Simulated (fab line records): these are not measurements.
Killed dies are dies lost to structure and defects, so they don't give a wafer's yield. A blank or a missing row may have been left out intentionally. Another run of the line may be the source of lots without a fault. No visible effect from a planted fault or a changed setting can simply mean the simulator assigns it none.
The tool behind it: which one? -- flow sky130 -- Sampling: 13 lots, 39 wafers, 5 of 708 route steps

WHAT THE GAUGES SHOWED, per wafer
SKY_VT_ADJUST_HVTP_CD_MEAS_07: the cd target is 380 nm.
lot,measured,on,cd_nm (nm)
L194,day 5 23:31,cd_sem-02,384.8 384.8 382.2
L196,day 6 10:40,cd_sem-01,378.3 378.5 379.5
L198,day 7 02:32,cd_sem-01,385.0 383.9 383.0
L200,day 7 18:35,cd_sem-01,376.8 377.1 377.7
L202,day 8 07:54,cd_sem-01,378.4 379.6 378.1
L208,day 9 18:26,cd_sem-02,379.9 379.3 377.6
L209,day 9 22:41,cd_sem-01,377.2 378.4 379.4
L210,day 10 05:55,cd_sem-01,379.8 381.6 381.5
L212,day 10 17:56,cd_sem-01,381.8 384.2 382.0
L213,day 11 02:01,cd_sem-02,380.8 378.8 381.6
L215,day 11 13:52,cd_sem-01,383.0 381.1 383.1
L216,day 11 16:42,cd_sem-01,380.9 380.3 382.8
L217,day 12 03:19,cd_sem-01,380.5 381.9 382.3

SKY_VT_ADJUST_LVTN_TW_MEAS_21.
lot,measured,on,VT_ADJUST_LVTN_2_TW
L194,day 7 14:20,film_metro-01,187.8 187.7 187.2
L196,day 8 01:33,film_metro-03,191.3 191.9 192.3
L198,day 8 18:58,film_metro-03,192.1 191.5 191.7
L200,day 9 13:10,film_metro-04,186.0 185.7 185.5
L202,day 10 04:20,film_metro-01,187.3 186.6 186.5
L208,day 11 15:40,film_metro-01,185.8 186.0 186.5
L209,day 11 20:47,film_metro-03,191.5 191.4 190.7
L210,day 12 03:50,film_metro-03,191.0 190.8 191.5
L212,day 12 15:25,film_metro-03,191.4 190.5 191.0
L213,day 13 01:05,film_metro-01,187.5 187.9 187.7
L215,day 13 14:29,film_metro-01,187.5 187.3 188.4
L216,day 13 17:29,film_metro-01,188.4 187.8 187.9
L217,day 14 05:41,film_metro-03,192.7 190.9 192.3

SKY_VT_ADJUST_NCORE_CD_MEAS_07: the cd target is 380 nm.
lot,measured,on,cd_nm (nm)
L194,day 8 09:30,cd_sem-02,380.9 380.0 378.2
L196,day 8 21:21,cd_sem-01,381.0 383.3 382.1
L198,day 9 17:02,cd_sem-02,377.6 377.9 377.5
L200,day 10 10:47,cd_sem-01,199.1 197.8 201.3 199.4 197.7 201.0
L202,day 11 02:36,cd_sem-01,201.2 198.4 200.2 201.6 198.2 200.3
L208,day 12 14:29,cd_sem-02,378.9 376.9 379.5
L209,day 12 18:59,cd_sem-01,376.8 375.2 377.5
L210,day 13 03:33,cd_sem-02,379.8 378.5 379.7
L212,day 13 15:59,cd_sem-01,380.3 378.5 379.3
L213,day 14 03:12,cd_sem-02,377.8 379.5 378.9
L215,day 14 16:25,cd_sem-02,377.6 378.2 378.2
L216,day 14 18:52,cd_sem-01,377.4 374.5 377.6
L217,day 15 07:57,cd_sem-01,377.9 376.8 377.1

WHAT TOOL EACH LOT RAN ON (gives the tool, then ch and the chambers of the sampled wafers, and finally the start)
lot,SKY_VT_ADJUST_HVTP_STRIP_10,SKY_VT_ADJUST_NCORE_DEVELOP_06
L194,"plasma_asher-04 ch 0,1, day 5 23:47","litho_track-03 ch 0, day 8 09:22"
L196,"plasma_asher-03 ch 0,1, day 6 10:56","litho_track-03 ch 0, day 8 21:13"
L198,"plasma_asher-02 ch 0,1, day 7 02:50","litho_track-03 ch 0, day 9 16:53"
L200,"plasma_asher-03 ch 0,1, day 7 18:53","litho_track-03 ch 0, day 10 10:38"
L202,"plasma_asher-03 ch 0,1, day 8 08:11","litho_track-03 ch 0, day 11 02:28"
L208,"plasma_asher-02 ch 0,1, day 9 18:44","litho_track-04 ch 0, day 12 14:20"
L209,"plasma_asher-03 ch 0,1, day 9 22:59","litho_track-01 ch 0, day 12 18:50"
L210,"plasma_asher-03 ch 1, day 10 06:11","litho_track-04 ch 0, day 13 03:25"
L212,"plasma_asher-04 ch 0,1, day 10 18:14","litho_track-04 ch 0, day 13 15:50"
L213,"plasma_asher-03 ch 0,1, day 11 02:17","litho_track-04 ch 0, day 14 03:04"
L215,"plasma_asher-03 ch 0,1, day 11 14:08","litho_track-01 ch 0, day 14 16:16"
L216,"plasma_asher-04 ch 0, day 11 16:59","litho_track-01 ch 0, day 14 18:43"
L217,"plasma_asher-03 ch 0,1, day 12 03:37","litho_track-03 ch 0, day 15 07:49"
- SKY_VT_ADJUST_HVTP_STRIP_10: strips in O2/N2.
- SKY_VT_ADJUST_NCORE_DEVELOP_06: develop time 60 s.

WHAT THE TOOLS THEMSELVES READ (means of the sampled wafers that have a number; where no wafer has one, the mark that the record gives instead)
SKY_VT_ADJUST_HVTP_STRIP_10.
lot,tool,drypump_motor_current_A (A),oes_product_au (a.u.),strip_time_to_endpoint_s (s)
L194,plasma_asher-04,5.4,0.713,14.23
L196,plasma_asher-03,5.6,0.720,14.24
L198,plasma_asher-02,5.4,0.712,14.24
L200,plasma_asher-03,5.6,0.717,14.22
L202,plasma_asher-03,5.6,0.719,14.18
L208,plasma_asher-02,5.6,0.717,14.24
L209,plasma_asher-03,5.5,0.711,14.19
L210,plasma_asher-03,5.4,0.717,14.22
L212,plasma_asher-04,6.0,0.714,14.19
L213,plasma_asher-03,5.5,0.714,14.19
L215,plasma_asher-03,5.6,0.713,14.19
L216,plasma_asher-04,6.7,0.716,14.22
L217,plasma_asher-03,5.6,0.720,14.19

THE ANSWER, worked out from the rows above alone
Rule: what is usual is taken from the lots themselves. Put in order of their means at a reading, lots are off if they are a third of the lots or fewer, leave a main group of 4 or more, and stand apart from it by a gap of 3 or more times the standard deviation of the main group's means; of several such gaps the widest counts. The tables above print the reading to a certain number of digits; a main group whose means all agree to those digits is not used. Also off: a lot with no number at a reading for which 4 or more lots have one. The other lots that the step has rows for count as sound. Order of review: gauges by route order, followed by the tools' own readings, for which a lot's mean as printed above is used. The first step at which some lot is off is used, and at that step the reading that is off furthest; a lot without a number counts as furthest.
Off at SKY_VT_ADJUST_NCORE_CD_MEAS_07 (cd_nm): L200, L202. For the main group the mean is 378.5 nm and the standard deviation 1.6.
If a tool, at a process step before that reading, ran all the lots that are off and no sound lot after the first of them, it fits. The gauges at SKY_VT_ADJUST_NCORE_CD_MEAS_07 are tried like those tools. No candidate that was tried fits.

WHAT WAS PUT IN BY THE SIMULATOR
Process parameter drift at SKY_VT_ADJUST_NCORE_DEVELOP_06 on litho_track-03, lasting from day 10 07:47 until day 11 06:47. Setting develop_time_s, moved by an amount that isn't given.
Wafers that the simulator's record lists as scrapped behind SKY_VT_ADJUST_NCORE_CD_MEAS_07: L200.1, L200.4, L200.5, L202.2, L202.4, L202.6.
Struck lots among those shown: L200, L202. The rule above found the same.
